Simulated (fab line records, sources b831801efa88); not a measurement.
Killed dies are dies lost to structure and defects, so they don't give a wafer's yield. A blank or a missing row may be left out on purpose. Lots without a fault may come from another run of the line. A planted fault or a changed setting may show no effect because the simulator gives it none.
Which tool did it? | flow sky130 | 13 lots, 39 wafers sampled, at 5 steps of a route of 708

WHAT THE GAUGES READ, wafer by wafer
SKY_VIA2_BOW_MEAS_03.
lot  | measured     | on            | VIA2_BOW (um)
L749 | day 35 15:25 | film_metro-03 | 90 87 89
L748 | day 35 16:11 | film_metro-03 | 82 95 82
L751 | day 36 04:08 | film_metro-04 | 82 82 98
L752 | day 36 10:41 | film_metro-03 | 78 86 94
L753 | day 38 00:28 | film_metro-03 | 89 95 95
L755 | day 38 02:37 | film_metro-03 | 90 84 87
L754 | day 38 05:05 | film_metro-01 | 77 82 83
L764 | day 40 21:43 | film_metro-01 | 78 91 98
L763 | day 41 00:39 | film_metro-03 | 79 90 79
L766 | day 41 03:53 | film_metro-01 | 93 87 82
L768 | day 41 14:32 | film_metro-03 | 91 99 97
L770 | day 41 21:08 | film_metro-01 | 84 98 86
L769 | day 42 01:16 | film_metro-03 | 85 75 88

SKY_VIA2_RS_MEAS_22: measures by four-point-probe.
lot  | measured     | on            | VIA2_W_RS (ohm/sq)
L749 | day 36 19:12 | film_metro-03 | 0.271 0.270 0.269
L748 | day 36 19:49 | film_metro-04 | 0.275 0.266 0.276
L751 | day 37 08:22 | film_metro-01 | 0.270 0.271 0.270
L752 | day 37 14:10 | film_metro-04 | 0.268 0.270 0.266
L753 | day 39 03:53 | film_metro-04 | 0.266 0.271 0.270
L755 | day 39 05:14 | film_metro-03 | 0.270 0.273 0.272
L754 | day 39 07:54 | film_metro-03 | 0.272 0.270 0.266
L764 | day 41 22:49 | film_metro-04 | 0.269 0.275 0.274
L763 | day 42 02:08 | film_metro-04 | 0.272 0.265 0.272
L766 | day 42 04:17 | film_metro-03 | 0.267 0.268 0.271
L768 | day 42 15:29 | film_metro-03 | 0.271 0.275 0.271
L770 | day 42 21:42 | film_metro-03 | 0.275 0.278 0.270
L769 | day 43 01:44 | film_metro-01 | 0.272 0.276 0.276

SKY_CAPM_THK_MEAS_01.
lot  | measured     | on            | CAPM_CVD_00_THK (nm)
L749 | day 36 19:52 | film_metro-02 | 15.29 15.34 15.52
L748 | day 36 20:34 | film_metro-04 | 14.98 15.18 15.27
L751 | day 37 09:13 | film_metro-04 | 31.05 31.02 31.58
L752 | day 37 15:01 | film_metro-01 | 30.45 31.36 31.34
L753 | day 39 04:44 | film_metro-04 | 30.60 31.04 30.84
L755 | day 39 05:53 | film_metro-02 | 15.31 15.55 15.49
L754 | day 39 08:32 | film_metro-01 | 15.17 15.76 15.60
L764 | day 41 23:28 | film_metro-04 | 15.40 15.45 15.48
L763 | day 42 02:47 | film_metro-01 | 15.22 15.39 15.60
L766 | day 42 04:56 | film_metro-04 | 15.50 15.22 15.58
L768 | day 42 16:08 | film_metro-02 | 15.37 15.36 15.65
L770 | day 42 22:20 | film_metro-04 | 15.90 16.12 15.79
L769 | day 43 02:23 | film_metro-04 | 15.24 15.32 15.50

SKY_CAPM_RS_MEAS_03: measures by four-point-probe.
lot  | measured     | on            | CAPM_TIN_RS (ohm/sq)
L749 | day 36 20:02 | film_metro-04 | 6.93 6.90 6.94
L748 | day 36 20:44 | film_metro-02 | 6.91 6.88 6.96
L751 | day 37 09:23 | film_metro-01 | 6.99 7.00 6.97
L752 | day 37 15:11 | film_metro-02 | 6.80 6.85 6.90
L753 | day 39 04:54 | film_metro-02 | 6.90 6.89 6.89
L755 | day 39 06:04 | film_metro-01 | 7.05 7.10 7.08
L754 | day 39 08:43 | film_metro-02 | 6.99 6.99 6.95
L764 | day 41 23:39 | film_metro-02 | 7.06 7.01 7.01
L763 | day 42 02:58 | film_metro-04 | 6.91 6.83 6.83
L766 | day 42 05:07 | film_metro-01 | 6.87 6.90 6.89
L768 | day 42 16:19 | film_metro-02 | 6.93 6.98 6.89
L770 | day 42 22:32 | film_metro-02 | 6.89 6.98 6.96
L769 | day 43 02:34 | film_metro-02 | 6.93 6.98 6.94

WHICH TOOL RAN EACH LOT (tool, then ch and the chambers of the sampled wafers, then the start)
lot  | SKY_CAPM_CVD_00
L749 | pecvd-02 ch 0,2, day 36 19:50
L748 | pecvd-02 ch 0,1, day 36 20:32
L751 | pecvd-03 ch 1,2, day 37 09:00
L752 | pecvd-03 ch 0,2, day 37 14:00
L753 | pecvd-03 ch 0,1,2, day 39 04:00
L755 | pecvd-01 ch 1,2, day 39 05:52
L754 | pecvd-02 ch 1,2, day 39 08:29
L764 | pecvd-03 ch 0,2, day 41 23:25
L763 | pecvd-02 ch 1,2, day 42 02:46
L766 | pecvd-01 ch 0,1, day 42 04:54
L768 | pecvd-01 ch 0,1,2, day 42 16:06
L770 | pecvd-01 ch 0,1,2, day 42 22:17
L769 | pecvd-03 ch 0, day 43 02:21
- SKY_CAPM_CVD_00: deposits SiO2, target thk 15.5 nm.

WHAT THE TOOLS THEMSELVES READ (means of the sampled wafers that have a number; where no wafer has one, the mark that the record gives instead)
SKY_CAPM_CVD_00.
lot  | tool     | heater_power_w (W)
L749 | pecvd-02 | 734
L748 | pecvd-02 | 711
L751 | pecvd-03 | 590
L752 | pecvd-03 | 638
L753 | pecvd-03 | 638
L755 | pecvd-01 | 680
L754 | pecvd-02 | 657
L764 | pecvd-03 | 615
L763 | pecvd-02 | 697
L766 | pecvd-01 | 815
L768 | pecvd-01 | 760
L770 | pecvd-01 | 830
L769 | pecvd-03 | 788

THE ANSWER, worked out from the rows above alone
Rule: what is usual is taken from the lots themselves. Put in order of their means at a reading, lots are off if they are a third of the lots or fewer, leave a main group of 4 or more, and stand apart from it by a gap of 3 or more times the standard deviation of the main group's means; of several such gaps the widest counts. A main group whose means are all the same, to the digits that the tables above print for the reading, isn't used. A lot without any number at a reading at which 4 lots or more have one is off too. The other lots that the step has rows for count as sound. The gauges are gone through in route order, then the tools' own readings, and for those a lot's mean is taken as printed above. The first step at which some lot is off is used, and at that step the reading that is off furthest; a lot without a number counts as furthest.
Off: L751, L752, L753, at SKY_CAPM_THK_MEAS_01 (CAPM_CVD_00_THK). The main group: mean 15.45 nm, standard deviation 0.19.
A tool fits if, at a process step before that reading, it ran every lot that is off, and no sound lot after the first of them. The gauges at SKY_CAPM_THK_MEAS_01 are tried like those tools. None of those tried fits.

WHAT THE SIMULATOR HAD PUT IN
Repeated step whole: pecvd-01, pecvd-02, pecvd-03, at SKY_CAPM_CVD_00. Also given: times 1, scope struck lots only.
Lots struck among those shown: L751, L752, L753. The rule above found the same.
